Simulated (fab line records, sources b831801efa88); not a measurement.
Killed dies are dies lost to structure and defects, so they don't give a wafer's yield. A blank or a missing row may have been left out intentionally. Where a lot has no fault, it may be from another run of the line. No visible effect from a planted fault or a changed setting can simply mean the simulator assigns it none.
Problem report, 8D (eight disciplines) form, completed by code	flow gf180mcu	the parts of the form that need people (team, actions taken, sign-off) are left out

## 1. THE PROBLEM
Wafers without a fault read 131.0 s, standard deviation 0.39; runLengthS at GF_STI_ETCH_14 reads a mean of 122.6 s on 6 wafers belonging to 2 lots. Relative to the usual mean, that is a shift of -21 standard deviations.
The step: etches Si in HBr/Cl2/O2, target depth 360 nm, time 102.9 s.
Earliest sighting: wafer L150.2 on rieSi-02 at day 4 21:49. Wafers with a number at this step in the record: 18, from 6 lots. Rule for "out", or "out of limits": more than 4 standard deviations from the usual mean. The rest of the wafers with a number are treated as sound.

## 2. WHAT IT IS AND WHAT IT IS NOT
question	is	is not
which readings at this step	runLengthS	drypumpMotorCurrentA, heBacksideLeakSccm, oesProductAu
which lots	L150, L154	L146, L149, L151, L160
which wafers of those lots	all that have a number	-
read on which tools	rieSi-02	rieSi-01
when	from day 4 21:49	up to then (6 sound wafers); but 6 sound wafers of L151, L160 came after

## 3. THE SUSPECTS, EACH WITH WHAT RULES IT OUT
Counting: a tool at a process step up to the reading stays a suspect if it ran every lot that is out and no sound lot after the first of them.
- rieSi-02 at GF_STI_ETCH_14 (etches Si in HBr/Cl2/O2, target depth 360 nm, time 102.9 s): kept. All lots that are out passed through it, beginning with L150 at day 4 21:49, and no sound lot followed; its final sound lot before that point was L149 at day 4 15:22. On those wafers its own readings are out: runLengthS.
The count leaves rieSi-02 at GF_STI_ETCH_14.

## 4. THE CAUSE (what the simulator had put in)
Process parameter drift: rieSi-02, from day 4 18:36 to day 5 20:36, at GF_STI_ETCH_14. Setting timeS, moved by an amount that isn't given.
After counting, this tool was the only one left.

## 5. THE EFFECT CHAIN, in route order
Each row: a reading whose mean over the struck wafers that have a number lies more than 3 standard deviations from the usual. Scope: only readings with a usual standard deviation given in the record; hours: median across lots of the time from each lot's start at the first step in this table that gives one to its start at this step; sigmas: change in usual standard deviations.
hours	step	reading	usual	on struck wafers	change	sigmas
0	GF_STI_ETCH_14	runLengthS	131.0 s	122.6	-8.4	-21
It contains these process steps:
- GF_STI_ETCH_14: etches Si in HBr/Cl2/O2, target depth 360 nm, time 102.9 s.

## 6. WHAT WOULD HAVE CAUGHT IT SOONER
First out-of-limits reading in this record: day 4 21:49, which is 3 hours after fault onset at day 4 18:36.
